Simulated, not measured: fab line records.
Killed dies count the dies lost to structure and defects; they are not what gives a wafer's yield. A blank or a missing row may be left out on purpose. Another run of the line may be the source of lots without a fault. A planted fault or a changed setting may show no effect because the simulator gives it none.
Split-lot experiment -- flow gf180mcu -- 5 lots, 23 wafers read, on a route of 602 steps

## THE SPLIT
At GF_V4_CMP_04 (polishes SiO2), the setting leaveAboveRefNm was moved away from the recipe's 632.5 nm on 8 of the 23 wafers read, by -5.9% to +4.3%. All remaining wafers had this setting at the recipe value.

## FROM THE SPLIT TO THE READING: what the file shows between them, 4 steps
- GF_V4_PEB_12: peb time 90 s (also split here: pebTempC)
- GF_V4_DEVELOP_13: develop time 58.91 s
- GF_V4_CD_MEAS_14: target cd 260 nm
- GF_V4_ETCH_16: etches BARC in N2/H2

## THE READING
oesProductAu, in a.u., at GF_V4_ETCH_17 (etches SiO2 in C4F8/O2/Ar, stops on TiN, target depth 630 nm). A value of 0.855 a.u. with a standard deviation of 0.0041 a.u. is what fault-free wafers of this fab line usually give.

wafer,"tool, chamber at the split","leaveAboveRefNm as run, nm",against the recipe,"oesProductAu, a.u.",against lot-mates on the recipe
L074.3,"cmp-02, 2",632.5,recipe,0.859,-
L074.4,"cmp-02, 0",632.5,recipe,0.857,-
L074.5,"cmp-02, 3",632.5,recipe,0.849,-
L079.1,"cmp-02, 2",659.7,+4.3%,0.884,+0.032
L079.3,"cmp-02, 0",659.7,+4.3%,0.871,+0.019
L079.4,"cmp-02, 1",632.5,recipe,0.853,-
L079.5,"cmp-02, 1",632.5,recipe,0.851,-
L079.6,"cmp-02, 2",659.7,+4.3%,0.877,+0.025
L080.1,"cmp-01, 0",616.4,-2.5%,0.847,-0.009
L080.2,"cmp-01, 3",632.5,recipe,0.858,-
L080.3,"cmp-01, 1",632.5,recipe,0.857,-
L080.5,"cmp-01, 3",616.4,-2.5%,0.844,-0.012
L080.6,"cmp-01, 2",632.5,recipe,0.852,-
L081.1,"cmp-01, 3",632.5,recipe,0.851,-
L081.3,"cmp-01, 2",595,-5.9%,0.830,-0.025
L081.4,"cmp-01, 1",632.5,recipe,0.859,-
L081.5,"cmp-01, 3",595,-5.9%,0.825,-0.030
L081.6,"cmp-01, 2",595,-5.9%,0.829,-0.026
L082.2,"cmp-01, 2",632.5,recipe,0.850,-
L082.3,"cmp-01, 3",632.5,recipe,0.856,-
L082.4,"cmp-01, 1",632.5,recipe,0.860,-
L082.5,"cmp-01, 1",632.5,recipe,0.857,-
L082.6,"cmp-01, 2",632.5,recipe,0.857,-

THE FIT
A straight line over all 23 wafers: oesProductAu changes by +0.00473 a.u. for each +1% of leaveAboveRefNm; r = +0.96; the points scatter about the line by 0.0038 a.u.
The same after taking each lot's own level away (the mean of its wafers on the recipe; 23 wafers): +0.005 a.u. for each +1%; r = +0.96; scatter 0.0039 a.u.
The reading moves by 0.03 a.u. for the largest change in leaveAboveRefNm, on that fit.
Across the lots, their own levels run from 0.8520 to 0.8560 a.u., a range of 1.0 times the standard deviation given above.
Hence the lot-to-lot level has little effect on the slope; both slopes agree.
Check: for one of the wafers moved furthest among these (-5.9%), held out of the fit, the line's prediction against its lot-mates is -0.0296 a.u. Against them it came out at -0.025 a.u.
Tool readings at the split's step, against how far the setting was moved: timeToEndpointS r = -0.80.

## THESE WAFERS: OTHER SPLITS
Note: prior to the reading, these wafers also went through further splits. Each is held against what the fit with the lots' levels taken away leaves over:
other split on the same wafers,wafers away from the commonest value,r with oesProductAu (lot level and that fit taken away)
GF_M3_SPUTTER_00 timeS,7,+0.21
GF_V3_CVD_00 sih4FlowSccm,4,+0.31
GF_V3_PEB_12 pebTempC,11,+0.25
GF_V3_CVD_23 tempC,9,+0.19
GF_M4_SPUTTER_04 chamberPressurePa,15,-0.02
GF_V4_PEB_12 pebTempC,10,-0.02

## THE WHOLE CHAIN: every reading that the file lists as answering this split, in the file's order
step,what it does,reading,change (the file's fit),r (the file's)
GF_V4_CMP_04,polishes SiO2,timeToEndpointS,withheld for each +1% of the setting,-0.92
GF_V4_CMP_04,polishes SiO2,"SiO2_of_V4_CVD_02.thkNm (the simulator's own value, which no gauge read)",+6.35 nm for each +1% of the setting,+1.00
GF_V4_ETCH_17,"etches SiO2 in C4F8/O2/Ar, stops on TiN, target depth 630 nm",oesProductAu,+0.00489 a.u. for each +1% of the setting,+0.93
GF_V4_ETCH_17,"etches SiO2 in C4F8/O2/Ar, stops on TiN, target depth 630 nm","V4.featureDepthNm (the simulator's own value, which no gauge read)",+6.35 nm for each +1% of the setting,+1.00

## THE FILE'S OWN FIT
oesProductAu changes by +0.00489 a.u. for each +1% of leaveAboveRefNm, r = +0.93.
